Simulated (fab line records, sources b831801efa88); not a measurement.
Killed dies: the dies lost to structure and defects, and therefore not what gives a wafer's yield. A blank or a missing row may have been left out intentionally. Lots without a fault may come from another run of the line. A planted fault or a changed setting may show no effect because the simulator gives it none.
Split-lot trial + flow sky130 + 23 wafers read across 5 lots, on a route 708 steps long

ON THE SPLIT
At SKY_VIA3_SPUTTER_20 (material TiN, target thk 20 nm, time 80 s), the setting chamber_pressure_pa was moved away from the recipe's 5 Pa on 15 of the 23 wafers read, by -13.6% to -8.1%. All remaining wafers had this setting at the recipe value.

The reading comes from the split's own step.

THE READING
TiN_of_VIA3_SPUTTER_20.thk_nm (the simulator's own value, which no gauge read), in nm, at SKY_VIA3_SPUTTER_20 (material TiN, target thk 20 nm, time 80 s). No usual value for it is given in the file. Average 19.88 nm, standard deviation 0.12 nm, over the 8 wafers here run with the recipe.

| wafer  | tool, chamber at the split | chamber_pressure_pa as run, Pa | against the recipe | TiN_of_VIA3_SPUTTER_20.thk_nm, nm | against lot-mates on the recipe |
|--------|----------------------------|--------------------------------|--------------------|-----------------------------------|---------------------------------|
| L076.2 | pvd_sputter-04, -          | 5                              | recipe             | 19.79                             | -                               |
| L076.4 | pvd_sputter-04, -          | 5                              | recipe             | 19.84                             | -                               |
| L076.5 | pvd_sputter-04, -          | 5                              | recipe             | 19.96                             | -                               |
| L077.1 | pvd_sputter-03, -          | 4.322                          | -13.6%             | 22.2                              | no lot-mate on the recipe       |
| L077.2 | pvd_sputter-03, -          | 4.322                          | -13.6%             | 22.27                             | no lot-mate on the recipe       |
| L077.4 | pvd_sputter-03, -          | 4.322                          | -13.6%             | 22.34                             | no lot-mate on the recipe       |
| L077.5 | pvd_sputter-03, -          | 4.322                          | -13.6%             | 22.12                             | no lot-mate on the recipe       |
| L077.6 | pvd_sputter-03, -          | 4.322                          | -13.6%             | 22.51                             | no lot-mate on the recipe       |
| L082.1 | pvd_sputter-03, -          | 5                              | recipe             | 19.99                             | -                               |
| L082.2 | pvd_sputter-03, -          | 5                              | recipe             | 19.81                             | -                               |
| L082.3 | pvd_sputter-03, -          | 5                              | recipe             | 19.8                              | -                               |
| L082.4 | pvd_sputter-03, -          | 5                              | recipe             | 20.1                              | -                               |
| L082.6 | pvd_sputter-03, -          | 5                              | recipe             | 19.72                             | -                               |
| L083.1 | pvd_sputter-03, -          | 4.464                          | -10.7%             | 22.13                             | no lot-mate on the recipe       |
| L083.2 | pvd_sputter-03, -          | 4.464                          | -10.7%             | 21.87                             | no lot-mate on the recipe       |
| L083.3 | pvd_sputter-03, -          | 4.464                          | -10.7%             | 22.32                             | no lot-mate on the recipe       |
| L083.4 | pvd_sputter-03, -          | 4.464                          | -10.7%             | 22.09                             | no lot-mate on the recipe       |
| L083.6 | pvd_sputter-03, -          | 4.464                          | -10.7%             | 22.12                             | no lot-mate on the recipe       |
| L084.1 | pvd_sputter-03, -          | 4.593                          | -8.1%              | 21.53                             | no lot-mate on the recipe       |
| L084.2 | pvd_sputter-03, -          | 4.593                          | -8.1%              | 21.47                             | no lot-mate on the recipe       |
| L084.3 | pvd_sputter-03, -          | 4.593                          | -8.1%              | 21.5                              | no lot-mate on the recipe       |
| L084.5 | pvd_sputter-03, -          | 4.593                          | -8.1%              | 21.52                             | no lot-mate on the recipe       |
| L084.6 | pvd_sputter-03, -          | 4.593                          | -8.1%              | 21.43                             | no lot-mate on the recipe       |

FIT RESULTS
A straight line over all 23 wafers: TiN_of_VIA3_SPUTTER_20.thk_nm changes by -0.188 nm for each +1% of chamber_pressure_pa; r = -0.99; the points scatter about the line by 0.17 nm.
Too few moved wafers with a lot-mate on the recipe to fit a line net of each lot's own level.

FILE'S OWN FIT
TiN_of_VIA3_SPUTTER_20.thk_nm changes by -0.188 nm for each +1% of chamber_pressure_pa, r = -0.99.
